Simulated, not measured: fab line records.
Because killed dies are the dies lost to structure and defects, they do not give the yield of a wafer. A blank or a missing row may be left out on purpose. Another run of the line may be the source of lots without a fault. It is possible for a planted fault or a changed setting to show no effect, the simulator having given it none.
Which of the tools did it? + flow sky130 + at 1 step of a route of 708, 10 lots with 30 wafers sampled

== WHAT THE GAUGES SHOWED, per wafer ==
SKY_VIA3_OVL_MEAS_13.
| lot  | measured     | on         | VIA3_OVL (nm) |
|------|--------------|------------|---------------|
| L971 | day 39 17:09 | overlay-01 | 5 -1 -3       |
| L974 | day 40 14:33 | overlay-02 | -5 -8 -1      |
| L978 | day 42 15:52 | overlay-02 | 1 -4 -5       |
| L977 | day 42 17:54 | overlay-01 | -2 1 6        |
| L983 | day 43 07:18 | overlay-01 | -5 -8 -3      |
| L984 | day 43 14:16 | overlay-02 | -5 1 5        |
| L989 | day 44 21:07 | overlay-01 | 1 2 -1        |
| L990 | day 45 04:38 | overlay-02 | 4 7 -6        |
| L991 | day 45 07:19 | overlay-02 | 11 5 2        |
| L993 | day 45 20:58 | overlay-01 | 5 -5 10       |

== TOOL THAT RAN EACH LOT (tool first, then ch and the chambers of the sampled wafers, then the start) ==
The record shows no process step preceding these readings.

== THE ANSWER, worked out from the rows above alone ==
Rule: the usual values come from the lots themselves. The widest of any qualifying gaps counts: lots, ordered by their means at a reading, are off when they make up no more than a third of the lots, leave a main group of 4 or more, and stand apart from it by 3 or more times the standard deviation of that group's means. The tables above print the reading to a certain number of digits; a main group whose means all agree to those digits is not used. A lot without any number at a reading at which 4 lots or more have one is off too. The other lots that the step has rows for count as sound.
No lot is off at any reading shown: from this, nothing can be told.

== WHAT WAS PUT IN BY THE SIMULATOR ==
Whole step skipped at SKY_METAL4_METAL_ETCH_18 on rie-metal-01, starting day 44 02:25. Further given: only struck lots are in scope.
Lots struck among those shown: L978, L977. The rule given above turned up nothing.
